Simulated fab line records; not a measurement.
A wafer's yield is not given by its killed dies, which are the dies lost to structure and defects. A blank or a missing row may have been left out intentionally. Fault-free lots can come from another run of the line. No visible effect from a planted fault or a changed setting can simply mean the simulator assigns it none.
Which tool is to blame? -- flow gf180mcu -- 6 lots, 18 wafers sampled, at 1 step of a route of 602

== WHAT THE GAUGES READ, wafer by wafer ==
GF_M4_THK_MEAS_06: measures by xrf.
lot,measured,on,M4_ALCU_THK (nm)
L137,day 23 03:56,film_metro-04,449 453 451
L140,day 23 21:31,film_metro-02,445 450 446
L144,day 25 16:04,film_metro-04,447 446 446
L149,day 27 01:24,film_metro-04,445 450 450
L156,day 29 20:12,film_metro-04,452 448 448
L158,day 30 08:44,film_metro-02,444 441 443

== WHICH TOOL RAN EACH LOT (tool, then ch and the chambers of the sampled wafers, then the start) ==
The record holds no process step before these readings.

== THE ANSWER, worked out from the rows above alone ==
Rule: the usual values come from the lots themselves. Put in order of their means at a reading, lots are off if they are a third of the lots or fewer, leave a main group of 4 or more, and stand apart from it by a gap of 3 or more times the standard deviation of the main group's means; of several such gaps the widest counts. If all means in a main group match to the digits the tables above print for the reading, that group is not used. Also off: a lot with no number at a reading for which 4 or more lots have one. All remaining lots with rows at the step are treated as sound.
None of the lots is off at any reading shown; this tells nothing.

== WHAT THE SIMULATOR HAD PUT IN ==
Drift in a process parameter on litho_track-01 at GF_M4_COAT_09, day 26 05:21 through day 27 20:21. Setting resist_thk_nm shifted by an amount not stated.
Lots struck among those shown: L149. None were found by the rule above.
